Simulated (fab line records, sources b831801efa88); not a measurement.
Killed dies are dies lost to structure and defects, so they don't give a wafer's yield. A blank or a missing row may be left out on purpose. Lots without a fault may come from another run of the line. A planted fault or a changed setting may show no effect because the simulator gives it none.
fab line records | flow gf180mcu
record lots=5 wafers=15 last_day=34
route steps=602 shown M3@409
lots that met no fault: from a run of the same line without faults
start_h: hours from the record's first day to the start of the lot's first wafer shown | wait_h: hours since the lot's step before | " the same as in the row above | L1.1+2: a row that stands for several wafers | - no value, or no start given | * or withheld: withheld | < > ~ a bound
route shown NAME@n: a module of which the file shows steps, and the number in the route of the first | usual: mean/standard deviation of fault-free wafers | same: alike in all rows | chamber/n: place in a boat | sites: the reading at each site | _std_site: their standard deviation | _edge_site: outer sites' mean less inner sites' | radius_mm: how far each site lies from the wafer's centre | mask NAME#n: copy n | behind: the tool/chamber that last shaped the wafer | hold: why the lot was held/for how many hours/how that ended | device: the transistor (n, p or np) that didn't switch | end of line: the same wafers' tests at the end of the route | a step without rows: its recipe alone | killed: dies lost to structure and defects at the first sort, not the wafer's yield | map: a wafer's dies, x killed, . not, _ none there
set.NAME: the setting as run; set.NAME@STEP: as run at that earlier step | model.NAME: the simulator's own value behind a step, which no gauge read
lots at some steps of the route; a table a step, a row a wafer
services: from which hour (start_h, from the record's first day; less than 0 if before it) a tool's chamber was out of use, for how many hours, and why
## steps
# step GF_M3_SPUTTER_00
# recipe material=Ti target_thk_nm=37.5 arriving_ion_energy_ev=80 substrate_temp_c=200 chamber_pressure_pa=2 power_w=4000 time_s=150
# usual cathode_dc_power_W=3999.9/0.85 chamber_pressure_pa=2.000/0.0037 throttle_valve_pct=30.7/1.3
# columns lot.wafer tool chamber start_h wait_h cathode_dc_power_W chamber_pressure_pa throttle_valve_pct
L821.1 pvd_sputter-03 - 499.59 0.2 3999.6 1.999 30.6
L821.2 " - " " 3999.4 2.000 28.6
L821.5 " - " " 3999.0 2.000 32.1
L824.2 pvd_sputter-04 - 525.84 0.1 4001.4 1.994 32.3
L824.4 " - " " 3999.5 1.995 30.2
L824.5 " - " " 3999.4 1.997 29.0
L825.1 pvd_sputter-03 - 530.32 0.1 3999.5 2.003 30.5
L825.4 " - " " 4001.1 2.000 32.5
L825.5 " - " " 4001.3 2.004 31.1
L835.2 pvd_sputter-03 - 616.45 0.1 4000.1 1.994 30.9
L835.3 " - " " 3999.2 1.998 31.3
L835.4 " - " " 3999.8 2.006 28.7
L837.1 pvd_sputter-03 - 633.52 0.1 3999.5 2.000 28.7
L837.2 " - " " 4000.4 2.002 31.3
L837.6 " - " " 3999.3 2.006 28.7
# step GF_M3_SPUTTER_01
# recipe material=TiN target_thk_nm=30 power_w=6500 time_s=25 chamber_pressure_pa=0.4
# usual cathode_dc_power_W=6500.1/1.2 chamber_pressure_pa=0.4000/0.00088 throttle_valve_pct=30.7/1.3
# columns lot.wafer tool chamber start_h wait_h cathode_dc_power_W chamber_pressure_pa throttle_valve_pct
L821.1 pvd_sputter-03 - 499.69 0.1 6499.5 0.4012 30.9
L821.2 " - " " 6500.6 0.3994 28.9
L821.5 " - " " 6499.4 0.4004 32.6
L824.2 pvd_sputter-04 - 525.94 0.1 6501.8 0.3996 32.4
L824.4 " - " " 6499.9 0.3995 30.7
L824.5 " - " " 6501.5 0.3990 28.9
L825.1 pvd_sputter-03 - 530.42 0.1 6499.9 0.4000 30.9
L825.4 " - " " 6500.7 0.3993 32.0
L825.5 " - " " 6498.8 0.4002 31.2
L835.2 pvd_sputter-03 - 616.55 0.1 6499.8 0.3997 30.8
L835.3 " - " " 6501.8 0.3979 31.5
L835.4 " - " " 6500.5 0.4004 28.7
L837.1 pvd_sputter-03 - 633.62 0.1 6500.0 0.4002 28.5
L837.2 " - " " 6499.5 0.4002 31.3
L837.6 " - " " 6500.6 0.4000 28.6
# step GF_M3_SPUTTER_02
# recipe material=AlCu target_thk_nm=450 power_w=10600 time_s=23.9 chamber_pressure_pa=0.4
# usual cathode_dc_power_W=10600/2.1 chamber_pressure_pa=0.3999/0.00082 throttle_valve_pct=30.8/1.3
# columns lot.wafer tool chamber start_h wait_h cathode_dc_power_W chamber_pressure_pa throttle_valve_pct
L821.1 pvd_sputter-03 - 499.72 0.0 10599 0.4001 30.8
L821.2 " - " " 10603 0.3995 28.8
L821.5 " - " " 10602 0.3994 32.1
L824.2 pvd_sputter-04 - 525.97 0.0 10599 0.4010 32.5
L824.4 " - " " 10603 0.4005 30.7
L824.5 " - " " 10600 0.3996 28.8
L825.1 pvd_sputter-03 - 530.45 0.0 10600 0.3977 30.5
L825.4 " - " " 10599 0.3987 32.4
L825.5 " - " " 10604 0.4006 31.4
L835.2 pvd_sputter-03 - 616.58 0.0 10602 0.4012 30.6
L835.3 " - " " 10600 0.3987 31.3
L835.4 " - " " 10602 0.4004 28.6
L837.1 pvd_sputter-03 - 633.65 0.0 10599 0.4001 28.6
L837.2 " - " " 10603 0.4007 31.1
L837.6 " - " " 10599 0.4004 28.5
# step GF_M3_SPUTTER_03
# recipe material=Ti target_thk_nm=10 substrate_temp_c=300 chamber_pressure_pa=0.3 power_w=3000 time_s=6.7
# usual cathode_dc_power_W=3000.0/0.51 chamber_pressure_pa=0.2999/0.00058 throttle_valve_pct=30.7/1.3
# columns lot.wafer tool chamber start_h wait_h cathode_dc_power_W chamber_pressure_pa throttle_valve_pct
L821.1 pvd_sputter-03 - 499.75 0.0 2999.8 0.2988 30.5
L821.2 " - " " 3000.8 0.2996 28.6
L821.5 " - " " 2999.1 0.2994 32.3
L824.2 pvd_sputter-04 - 526.00 0.0 2999.5 0.2999 32.3
L824.4 " - " " 2999.7 0.2998 30.4
L824.5 " - " " 2999.8 0.3013 28.8
L825.1 pvd_sputter-03 - 530.48 0.0 3000.4 0.3004 31.0
L825.4 " - " " 2999.1 0.2992 32.1
L825.5 " - " " 3000.9 0.3013 31.4
L835.2 pvd_sputter-03 - 616.61 0.0 3000.4 0.3003 30.7
L835.3 " - " " 2999.2 0.2996 31.5
L835.4 " - " " 2999.5 0.3004 28.4
L837.1 pvd_sputter-03 - 633.68 0.0 3000.2 0.2995 28.7
L837.2 " - " " 2999.7 0.2990 31.2
L837.6 " - " " 2999.8 0.2993 28.5
# step GF_M3_SPUTTER_04
# recipe material=TiN target_thk_nm=50 power_w=6500 time_s=41.7 chamber_pressure_pa=0.4
# usual cathode_dc_power_W=6500.1/1.1 chamber_pressure_pa=0.3999/0.0008 throttle_valve_pct=30.7/1.3
# columns lot.wafer tool chamber start_h wait_h cathode_dc_power_W chamber_pressure_pa throttle_valve_pct
L821.1 pvd_sputter-03 - 499.77 0.0 6499.4 0.4003 30.8
L821.2 " - " " 6499.6 0.4010 28.8
L821.5 " - " " 6499.7 0.4008 32.3
L824.2 pvd_sputter-04 - 526.02 0.0 6501.3 0.3995 32.3
L824.4 " - " " 6499.8 0.3997 30.4
L824.5 " - " " 6502.7 0.4011 28.7
L825.1 pvd_sputter-03 - 530.50 0.0 6500.3 0.3993 31.0
L825.4 " - " " 6499.1 0.3994 32.6
L825.5 " - " " 6500.1 0.3997 31.2
L835.2 pvd_sputter-03 - 616.63 0.0 6500.7 0.3995 30.7
L835.3 " - " " 6499.9 0.3996 31.2
L835.4 " - " " 6500.3 0.4009 28.3
L837.1 pvd_sputter-03 - 633.70 0.0 6502.6 0.4001 28.3
L837.2 " - " " 6499.3 0.3998 31.1
L837.6 " - " " 6499.6 0.4009 28.6
# step GF_M3_RS_MEAS_05
# recipe thk_meas_gauge=four-point-probe reads=TiN_of_M3_SPUTTER_04+Ti_of_M3_SPUTTER_03+AlCu_of_M3_SPUTTER_02+TiN_of_M3_SPUTTER_01+Ti_of_M3_SPUTTER_00
# usual M3_ALCU_RS=0.0696/0.00086
# columns lot.wafer tool chamber start_h wait_h M3_ALCU_RS[ohm/sq]
L821.1 film_metro-03 - 499.81 0.0 0.0706
L821.2 " - " " 0.0700
L821.5 " - " " 0.0703
L824.2 film_metro-01 - 526.08 0.0 0.0671
L824.4 " - " " 0.0689
L824.5 " - " " 0.0677
L825.1 film_metro-04 - 530.54 0.0 0.0698
L825.4 " - " " 0.0708
L825.5 " - " " 0.0702
L835.2 film_metro-03 - 616.69 0.0 0.0710
L835.3 " - " " 0.0704
L835.4 " - " " 0.0693
L837.1 film_metro-04 - 633.74 0.0 0.0693
L837.2 " - " " 0.0696
L837.6 " - " " 0.0692
# step GF_M3_THK_MEAS_06
# recipe thk_meas_gauge=xrf reads=AlCu_of_M3_SPUTTER_02
# usual M3_ALCU_THK=451/5.4
# columns lot.wafer tool chamber start_h wait_h M3_ALCU_THK[nm]
L821.1 film_metro-03 - 499.93 0.1 447
L821.2 " - " " 450
L821.5 " - " " 446
L824.2 film_metro-01 - 526.19 0.1 465
L824.4 " - " " 455
L824.5 " - " " 463
L825.1 film_metro-04 - 530.66 0.1 452
L825.4 " - " " 445
L825.5 " - " " 449
L835.2 film_metro-03 - 616.80 0.1 445
L835.3 " - " " 448
L835.4 " - " " 453
L837.1 film_metro-04 - 633.86 0.1 456
L837.2 " - " " 453
L837.6 " - " " 454
# step GF_M3_DEHYDRATE_07
# recipe temp_c=200 time_s=60
# step GF_M3_HMDS_08
# recipe prime_time_s=60 prime_temp_c=120
# step GF_M3_COAT_09
# recipe resist=KrF spin_rpm=withheld resist_thk_nm=1000
# step GF_M3_SOFTBAKE_10
# recipe temp_c=130 time_s=60 resist=KrF
# step GF_M3_EXPOSE_11
# recipe mask_id=Metal3 target_cd_nm=280 na=0.68 source_shape=conventional sigma_outer=0.6 dose_mj=28
# step GF_M3_PEB_12
# recipe peb_temp_c=135 peb_time_s=90 resist=KrF
# columns lot.wafer tool chamber start_h wait_h
L821.1+2+5 litho_track-04 0 522.14 -
L824.2+4+5 litho_track-01 0 547.82 -
L825.1+4+5 litho_track-01 0 551.83 -
L835.2+3+4 litho_track-04 0 638.72 -
L837.1+2+6 litho_track-04 0 655.28 -
# step GF_M3_DEVELOP_13
# recipe develop_time_s=60 dev_temp_c=21
# step GF_M3_CD_MEAS_14
# recipe target_cd_nm=280
# usual cd_nm=280.1/1.3
# columns lot.wafer tool chamber start_h wait_h cd_nm
L821.1 cd_sem-01 - 522.49 0.1 281.0
L821.2 " - " " 281.0
L821.5 " - " " 281.0
L824.2 cd_sem-02 - 548.15 0.1 279.5
L824.4 " - " " 280.1
L824.5 " - " " 279.6
L825.1 cd_sem-01 - 552.18 0.1 275.6
L825.4 " - " " 278.9
L825.5 " - " " 275.0
L835.2 cd_sem-02 - 639.05 0.1 281.4
L835.3 " - " " 281.1
L835.4 " - " " 281.0
L837.1 cd_sem-01 - 655.63 0.1 280.2
L837.2 " - " " 280.6
L837.6 " - " " 279.5
# step GF_M3_OVL_MEAS_15
# usual M3_OVL=1/5.9
# columns lot.wafer tool chamber start_h wait_h M3_OVL[nm]
L821.1 overlay-01 - 522.61 0.1 3
L821.2 " - " " -4
L821.5 " - " " -4
L824.2 overlay-02 - 548.26 0.1 -4
L824.4 " - " " 1
L824.5 " - " " 0
L825.1 overlay-01 - 552.30 0.1 0
L825.4 " - " " 0
L825.5 " - " " 4
L835.2 overlay-02 - 639.16 0.1 12
L835.3 " - " " 5
L835.4 " - " " 9
L837.1 overlay-01 - 655.75 0.1 3
L837.2 " - " " 0
L837.6 " - " " -5
## services
# columns tool chamber start_h hours kind
pvd_sputter-04 1 520.66 - consumable_replace:kit
pvd_sputter-04 1 520.66 18.0 scheduled_down
pvd_sputter-04 1 520.66 18.0 vent_cycle
pvd_sputter-04 - 523.28 0.7 repair
pvd_sputter-04 - 537.10 0.6 repair
pvd_sputter-04 - 562.26 9.9 repair
litho_track-04 - 571.09 - consumable_replace:filter
pvd_sputter-03 2 588.26 - consumable_replace:kit
pvd_sputter-03 2 588.26 18.0 scheduled_down
pvd_sputter-03 2 588.26 18.0 vent_cycle
pvd_sputter-04 - 636.29 0.5 repair
## key
first_sign step=GF_M3_CD_MEAS_14 reading=cd_nm direction=down sigmas=3.7 usual=280.1 struck=275.3
effect none on later readings
met_at GF_M3_PEB_12
struck_wafers L825.1,L825.5
onset_between 547.82 551.83
fault kind=process_parameter_drift tool=litho_track-01 chamber=- onset_h=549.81 steps=GF_M3_PEB_12 channel=peb_time_s offset=* shape=step end_h=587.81 scope=struck_wafers_only acts_in=* stated=*
